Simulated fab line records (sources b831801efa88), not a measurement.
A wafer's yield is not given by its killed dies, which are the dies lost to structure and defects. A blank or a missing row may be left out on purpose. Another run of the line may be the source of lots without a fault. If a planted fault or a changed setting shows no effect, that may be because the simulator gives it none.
Problem report in the 8D (eight disciplines) form, filled by code	flow gf180mcu	the parts of the form that need people (team, actions taken, sign-off) are left out

1. THE ISSUE
Wafers free of any fault read 560 (standard deviation 3.4) for MVPSD_TW at GF_MVPSD_TW_MEAS_11, against a mean of 590 on 9 wafers of 3 lots. Measured from the usual mean, that is +8.8 standard deviations.
First seen on wafer L851.1, day 9 06:14, on film-metro-01. At this step, 39 wafers from 13 lots have a number in the record. By rule, "out" or "out of limits" means more than 4 standard deviations away from the usual mean. Any other wafer with a number is counted as sound.

2. WHAT IT IS, AND WHAT IT ISN'T
question	is	is not
which readings at this step	MVPSD_TW	-
which lots	L851, L852, L853	L834, L836, L839, L841, L842, L843, L844, L845, L846, L847
which wafers of those lots	all that have a number	-
read on which gauges	film-metro-01	film-metro-02, film-metro-03
when	from day 9 06:14	up to then (30 sound wafers)

3. SUSPECTS, AND WHAT RULES EACH OUT
Counting: a tool at a process step up to the reading stays a suspect if it ran every lot that is out and no sound lot after the first of them.
- the gauge at GF_MVPSD_TW_MEAS_11 is ruled out. All the wafers that are out were read on film-metro-01, but those of them that GF_MVPSD_IMPLANT_08 has rows for are out there too, on other tools.
- implanter-02 at GF_MVPSD_IMPLANT_08: kept. Every lot that is out went through it, starting with L851 (day 9 05:47), and after that it ran no sound lot; the last sound lot it ran before then is L847 (day 8 06:47). Out on those wafers are its own readings of dose-ions-cm2, faraday-current-uA.
Left after counting: implanter-02 at GF_MVPSD_IMPLANT_08.

4. THE CAUSE (what the simulator had put in)
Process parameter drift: implanter-02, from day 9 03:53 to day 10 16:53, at GF_MVPSD_IMPLANT_08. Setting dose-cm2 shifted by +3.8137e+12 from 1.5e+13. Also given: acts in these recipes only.
The count eliminated every tool but this one.

5. SEQUENCE OF EFFECTS, ordered by route
Rows list readings where the struck wafers' mean (over those with a number) sits beyond 3 standard deviations from the usual. Scope: only readings with a usual standard deviation given in the record; hours: median across lots of the time from each lot's start at the first step in this table that gives one to its start at this step; sigmas: change in usual standard deviations.
hours	step	reading	usual	on struck wafers	change	sigmas
0	GF_MVPSD_IMPLANT_08	dose-ions-cm2	1.5001e+13	1.8811e+13	+3.8104e+12	+99 or more
0	GF_MVPSD_IMPLANT_08	faraday-current-uA	84.5	107.4	+22.9	+13
0	GF_MVPSD_TW_MEAS_11	MVPSD_TW	560	590	+30	+8.8
74	GF_VT_IMPLANT_RS_MEAS_49	MVPSD_RS	1166.5 ohm/sq	1040.1	-126.4	-45
Here are the process steps it includes:
- GF_MVPSD_IMPLANT_08
Later measuring or inspecting steps at which every struck wafer that the step has a row for has a number for every such reading, and none has moved that far: GF_VT_IMPLANT_TW_MEAS_21.

6. WHAT WOULD HAVE CAUGHT IT SOONER
Counted from the fault's start at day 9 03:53, it took 2 hours until the first out-of-limits reading at a measuring or inspecting step in this record, taken at day 9 06:14.
Tool's own readings at GF_MVPSD_IMPLANT_08, dose-ions-cm2, faraday-current-uA: out on all struck wafers the step has rows for; an alarm limit on them would have tripped on the first.
Of the lots that are out (3), L852, L853 began GF_MVPSD_IMPLANT_08 on implanter-02 after day 9 06:14. A hold on the tool at that time would have spared those 2.
